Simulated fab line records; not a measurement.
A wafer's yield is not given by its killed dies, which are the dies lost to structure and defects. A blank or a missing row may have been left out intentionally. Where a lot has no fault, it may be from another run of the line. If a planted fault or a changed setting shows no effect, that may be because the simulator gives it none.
fab line records | flow sky130 | part 2 of 2: steps 33 to 45 of 45
record: lots: 5 | wafers: 15 | last-day: 50
route steps=708 shown PWDE@46 NWELL@56 VT_ADJUST_HVTP@85
lots untouched by any fault: they come from a run of this same line in which no faults occurred
start-h: hours from the record's opening day to when the first of the lot's shown wafers began | wait-h: hours since the lot's step before | " unchanged from the row above | L1.1+2: a single row standing in for several wafers | - either no value or no given start | * or withheld: withheld | < > ~ a bound
route shown NAME@n: a module of which the file shows steps, and the number in the route of the first | usual: the fault-free wafers' mean and standard deviation | same: alike in all rows | chamber/n: place in a boat | sites: each site's reading | _std_site: standard deviation across them | _edge_site: inner sites' mean taken away from outer sites' mean | radius-mm: how far each site lies from the wafer's centre | mask NAME#n: copy n | behind: tool/chamber where the wafer was last shaped | hold: why the lot was held/for how many hours/how that ended | device: names the non-switching transistor (n, p or np) | end of line: tests of these same wafers at the route's end | step lacking rows: just its recipe | killed: not the wafer's yield, but the dies lost to structure and defects at the first sort | map: the dies of a wafer, with x for killed, . for not killed, _ for no die there
set.NAME: the setting as run; set.NAME@STEP: as run at that earlier step | model.NAME: the simulator's own value behind a step, which no gauge read
lots at some steps of the route; a table a step, a row a wafer
services: the hour from which a tool's chamber was out of use, counted from the record's first day as start-h (under 0 if before that day), plus the number of hours and why
== steps ==
step: SKY_NWELL_STRIP_25
recipe: chemistry: O2/N2 | power-w: 1400 | pressure-mtorr: 1500 | platen-temp-c: withheld | o2-flow-sccm: 3000 | n2-flow-sccm: 300 | overash-fraction: 0.5
usual: drypump-motor-current-A: 5.7/0.46 | oes-product-au: 0.722/0.0047 | strip-time-to-endpoint-s: 36.89/0.09
same: overash-fraction: 0.5
lot.wafer | tool            | chamber | start-h | wait-h | drypump-motor-current-A | oes-product-au | rf-hours-counter-h | strip-time-to-endpoint-s
L077.1    | plasma-asher-01 | 1       | 124.26  | 0.1    | 6.5                     | 0.721          | 1                  | 36.87
L077.2    | "               | 0       | "       | "      | 5.3                     | 0.717          | 1                  | 36.99
L077.3    | "               | 0       | "       | "      | 5.3                     | 0.727          | -                  | 36.90
L083.2    | plasma-asher-02 | 0       | 158.10  | 0.1    | 5.4                     | 0.726          | 47                 | 36.94
L083.3    | "               | 0       | "       | "      | 5.4                     | 0.728          | -                  | 36.92
L083.6    | "               | 1       | "       | "      | 6.1                     | 0.720          | -                  | 36.87
L089.1    | plasma-asher-01 | 0       | 193.31  | 0.1    | 5.3                     | 0.715          | 8                  | 37.01
L089.5    | "               | 0       | "       | "      | 5.3                     | 0.718          | -                  | 36.79
L089.6    | "               | 1       | "       | "      | 6.5                     | 0.719          | -                  | 36.83
L091.1    | plasma-asher-01 | 0       | 210.15  | 0.1    | 5.3                     | 0.723          | 10                 | 36.86
L091.3    | "               | 0       | "       | "      | 5.3                     | 0.717          | -                  | 36.93
L091.6    | "               | 1       | "       | "      | 6.5                     | 0.720          | -                  | 36.93
L095.4    | plasma-asher-02 | 0       | 230.84  | 0.1    | 5.4                     | 0.722          | -                  | 36.87
L095.5    | "               | 1       | "       | "      | 6.1                     | 0.723          | -                  | 36.92
L095.6    | "               | 0       | "       | "      | 5.4                     | 0.727          | -                  | 36.92
step: SKY_NWELL_TW_MEAS_26
usual: NWELL_2_TW: 499/3.3
lot.wafer | tool          | chamber | start-h | wait-h | NWELL_2_TW
L077.1    | film-metro-03 | -       | 124.36  | 0.1    | 502
L077.2    | "             | -       | "       | "      | 501
L077.3    | "             | -       | "       | "      | 501
L083.2    | film-metro-01 | -       | 158.21  | 0.1    | 500
L083.3    | "             | -       | "       | "      | 499
L083.6    | "             | -       | "       | "      | 501
L089.1    | film-metro-02 | -       | 193.41  | 0.1    | 495
L089.5    | "             | -       | "       | "      | 495
L089.6    | "             | -       | "       | "      | 497
L091.1    | film-metro-01 | -       | 210.25  | 0.1    | 499
L091.3    | "             | -       | "       | "      | 500
L091.6    | "             | -       | "       | "      | 500
L095.4    | film-metro-02 | -       | 230.94  | 0.1    | 496
L095.5    | "             | -       | "       | "      | 494
L095.6    | "             | -       | "       | "      | 494
step: SKY_NWELL_CLEAN_27
recipe: chemistry: SC1/SC2 | mix: 1:4:20 | temp-c: 70 | time-s: 150 | dry: n2-spin
lot.wafer  | tool         | chamber | start-h | wait-h
L077.1+2+3 | wet-bench-02 | 0       | 124.42  | 0.1
L083.2+3+6 | wet-bench-03 | 0       | 158.26  | 0.0
L089.1+5+6 | wet-bench-03 | 1       | 193.47  | 0.1
L091.1+3+6 | wet-bench-04 | 2       | 210.31  | 0.1
L095.4+5+6 | wet-bench-03 | 1       | 230.97  | 0.0
step: SKY_NWELL_RTA_28
recipe: temp-c: 1050 | time-s: 30 | idle-temp-c: 650 | ramp-up-c-per-s: 150 | ramp-down-c-per-s: 90 | ambient: N2
usual: lamp-power-pct: 25.30/0.054 | wafer_temp_C_max: 1054.8/0.95
lot.wafer | tool          | chamber | start-h | wait-h | lamp-power-pct | wafer_temp_C_max
L077.1    | rtp-anneal-02 | 0       | 124.47  | 0.0    | 25.34          | 1053.2
L077.2    | "             | 0       | "       | "      | 25.26          | 1054.2
L077.3    | "             | 0       | "       | "      | 25.22          | 1054.9
L083.2    | rtp-anneal-02 | 0       | 158.34  | 0.0    | 25.33          | 1054.5
L083.3    | "             | 0       | "       | "      | 25.31          | 1054.7
L083.6    | "             | 0       | "       | "      | 25.21          | 1055.2
L089.1    | rtp-anneal-02 | 0       | 193.53  | 0.0    | 25.20          | 1054.4
L089.5    | "             | 0       | "       | "      | 25.27          | 1055.3
L089.6    | "             | 0       | "       | "      | 25.32          | 1054.6
L091.1    | rtp-anneal-01 | 0       | 210.37  | 0.0    | 25.22          | 1054.1
L091.3    | "             | 0       | "       | "      | 25.30          | 1054.3
L091.6    | "             | 0       | "       | "      | 25.36          | 1054.1
L095.4    | rtp-anneal-02 | 0       | 231.07  | 0.1    | 25.30          | 1054.3
L095.5    | "             | 0       | "       | "      | 25.32          | 1053.6
L095.6    | "             | 0       | "       | "      | 25.33          | 1054.5
step: SKY_NWELL_RS_MEAS_29
recipe: thk-meas-gauge: four-point-probe
usual: NWELL_RS: 622.9/2.2
lot.wafer | tool          | chamber | start-h | wait-h | NWELL_RS[ohm/sq]
L077.1    | film-metro-01 | -       | 124.57  | 0.1    | 622.8
L077.2    | "             | -       | "       | "      | 624.4
L077.3    | "             | -       | "       | "      | 623.4
L083.2    | film-metro-02 | -       | 158.44  | 0.1    | 621.2
L083.3    | "             | -       | "       | "      | 620.6
L083.6    | "             | -       | "       | "      | 620.7
L089.1    | film-metro-03 | -       | 193.63  | 0.1    | 626.7
L089.5    | "             | -       | "       | "      | 622.4
L089.6    | "             | -       | "       | "      | 623.5
L091.1    | film-metro-03 | -       | 210.47  | 0.1    | 623.6
L091.3    | "             | -       | "       | "      | 622.5
L091.6    | "             | -       | "       | "      | 623.4
L095.4    | film-metro-03 | -       | 231.18  | 0.1    | 622.7
L095.5    | "             | -       | "       | "      | 623.5
L095.6    | "             | -       | "       | "      | 622.7
step: SKY_NWELL_RS_MEAS_31
recipe: thk-meas-gauge: four-point-probe
usual: PWDE_RS: 5273/23
lot.wafer | tool          | chamber | start-h | wait-h | PWDE_RS[ohm/sq]
L077.1    | film-metro-01 | -       | 124.81  | 0.1    | 5307
L077.2    | "             | -       | "       | "      | 5306
L077.3    | "             | -       | "       | "      | 5302
L083.2    | film-metro-02 | -       | 158.68  | 0.1    | 5247
L083.3    | "             | -       | "       | "      | 5245
L083.6    | "             | -       | "       | "      | 5249
L089.1    | film-metro-03 | -       | 193.87  | 0.1    | 5253
L089.5    | "             | -       | "       | "      | 5264
L089.6    | "             | -       | "       | "      | 5256
L091.1    | film-metro-03 | -       | 210.71  | 0.1    | 5271
L091.3    | "             | -       | "       | "      | 5257
L091.6    | "             | -       | "       | "      | 5265
L095.4    | film-metro-03 | -       | 231.42  | 0.1    | 5282
L095.5    | "             | -       | "       | "      | 5283
L095.6    | "             | -       | "       | "      | 5267
step: SKY_VT_ADJUST_HVTP_DEHYDRATE_00
recipe: temp-c: 200 | time-s: 60
lot.wafer  | tool           | chamber | start-h | wait-h
L077.1+2+3 | litho-track-03 | 0       | 134.26  | 9.4
L083.2+3+6 | litho-track-03 | 0       | 167.98  | 9.3
L089.1+5+6 | litho-track-03 | 0       | 204.46  | 10.6
L091.1+3+6 | litho-track-04 | 0       | 221.06  | 10.3
L095.4+5+6 | litho-track-04 | 0       | 242.14  | 10.7
step: SKY_VT_ADJUST_HVTP_HMDS_01
recipe: prime-time-s: 60 | prime-temp-c: 120
lot.wafer  | tool           | chamber | start-h | wait-h
L077.1+2+3 | litho-track-03 | 0       | 134.41  | 0.1
L083.2+3+6 | litho-track-03 | 0       | 168.13  | 0.1
L089.1+5+6 | litho-track-03 | 0       | 204.61  | 0.1
L091.1+3+6 | litho-track-04 | 0       | 221.21  | 0.1
L095.4+5+6 | litho-track-04 | 0       | 242.29  | 0.1
step: SKY_VT_ADJUST_HVTP_COAT_02
recipe: resist: NOVOLAK | spin-rpm: 3000 | resist-thk-nm: 1140
usual: spin-speed-rpm: 3000.3/1.9
lot.wafer | tool           | chamber | start-h | wait-h | spin-speed-rpm
L077.1    | litho-track-03 | 0       | 134.56  | 0.1    | 2999.8
L077.2    | "              | 0       | "       | "      | 2994.4
L077.3    | "              | 0       | "       | "      | 2999.2
L083.2    | litho-track-03 | 0       | 168.28  | 0.1    | 2999.8
L083.3    | "              | 0       | "       | "      | 3000.7
L083.6    | "              | 0       | "       | "      | 3001.6
L089.1    | litho-track-03 | 0       | 204.76  | 0.1    | 3002.1
L089.5    | "              | 0       | "       | "      | 3003.9
L089.6    | "              | 0       | "       | "      | 3000.6
L091.1    | litho-track-04 | 0       | 221.36  | 0.1    | 2998.8
L091.3    | "              | 0       | "       | "      | 2999.2
L091.6    | "              | 0       | "       | "      | 3000.3
L095.4    | litho-track-04 | 0       | 242.44  | 0.1    | 2998.0
L095.5    | "              | 0       | "       | "      | 2998.4
L095.6    | "              | 0       | "       | "      | 3000.8
step: SKY_VT_ADJUST_HVTP_SOFTBAKE_03
recipe: temp-c: 90 | time-s: 60 | resist: NOVOLAK
lot.wafer  | tool           | chamber | start-h | wait-h
L077.1+2+3 | litho-track-03 | 0       | 134.71  | 0.1
L083.2+3+6 | litho-track-03 | 0       | 168.43  | 0.1
L089.1+5+6 | litho-track-03 | 0       | 204.91  | 0.1
L091.1+3+6 | litho-track-04 | 0       | 221.51  | 0.1
L095.4+5+6 | litho-track-04 | 0       | 242.59  | 0.1
step: SKY_VT_ADJUST_HVTP_EXPOSE_04
recipe: mask-id: HVTPM | na: 0.6 | source-shape: conventional | sigma-outer: 0.6 | polarization: unpolarized | target-cd-nm: 380 | dose-mj: 140
lot.wafer  | tool             | chamber | start-h | wait-h | mask
L077.1+2+3 | iline-stepper-02 | 0       | -       | -      | HVTPM#0
L083.2+3+6 | iline-stepper-01 | 0       | -       | -      | HVTPM#0
L089.1+5+6 | iline-stepper-02 | 0       | -       | -      | HVTPM#0
L091.1+3+6 | iline-stepper-01 | 0       | -       | -      | HVTPM#0
L095.4+5+6 | iline-stepper-02 | 0       | -       | -      | HVTPM#0
step: SKY_VT_ADJUST_HVTP_PEB_05
recipe: temp-c: withheld | time-s: * | resist: NOVOLAK
lot.wafer  | tool           | chamber | start-h | wait-h
L077.1+2+3 | litho-track-04 | 0       | -       | -
L083.2+3+6 | litho-track-03 | 0       | -       | -
L089.1+5+6 | litho-track-03 | 0       | -       | -
L091.1+3+6 | litho-track-04 | 0       | -       | -
L095.4+5+6 | litho-track-04 | 0       | -       | -
step: SKY_VT_ADJUST_HVTP_DEVELOP_06
recipe: resist: NOVOLAK | developer: TMAH | develop-time-s: 60 | dev-temp-c: 23
same: develop-time-s: 60
lot.wafer  | tool           | chamber | start-h | wait-h
L077.1+2+3 | litho-track-04 | 0       | 144.62  | 0.1
L083.2+3+6 | litho-track-03 | 0       | 177.98  | 0.1
L089.1+5+6 | litho-track-03 | 0       | 215.81  | 0.1
L091.1+3+6 | litho-track-04 | 0       | 232.71  | 0.1
L095.4+5+6 | litho-track-04 | 0       | 254.14  | 0.1
== services ==
tool             | chamber | start-h | hours | kind
implanter-02     | -       | 57.41   | 3.0   | repair
implanter-02     | -       | 80.75   | 3.4   | pm
implanter-04     | -       | 88.79   | 1.5   | repair
implanter-04     | -       | 94.05   | 3.1   | repair
plasma-asher-01  | -       | 108.75  | 9.0   | pm
implanter-02     | -       | 122.81  | 6.5   | repair
wet-bench-03     | -       | 159.15  | 2.3   | repair
implanter-01     | -       | 162.35  | 118.8 | pm
plasma-asher-04  | -       | 163.58  | 28.1  | pm
implanter-04     | -       | 164.99  | 39.1  | repair
implanter-04     | -       | 188.02  | 4.5   | repair
plasma-asher-03  | -       | 188.70  | 0.5   | repair
implanter-04     | -       | 190.90  | 1.5   | repair
iline-stepper-02 | -       | 195.97  | 1.2   | repair
plasma-asher-03  | -       | 197.39  | 1.3   | repair
implanter-04     | -       | 204.12  | 3.8   | pm
implanter-03     | -       | 207.90  | 7.8   | pm
implanter-03     | -       | 211.89  | 4.1   | repair
implanter-02     | -       | 222.45  | 1.1   | repair
iline-stepper-01 | -       | 222.45  | 2.4   | repair
iline-stepper-01 | -       | 229.81  | 1.7   | pm
plasma-asher-01  | -       | 233.73  | 14.6  | pm
plasma-asher-04  | -       | 235.30  | 14.6  | pm
wet-bench-03     | -       | 250.52  | 1.2   | repair
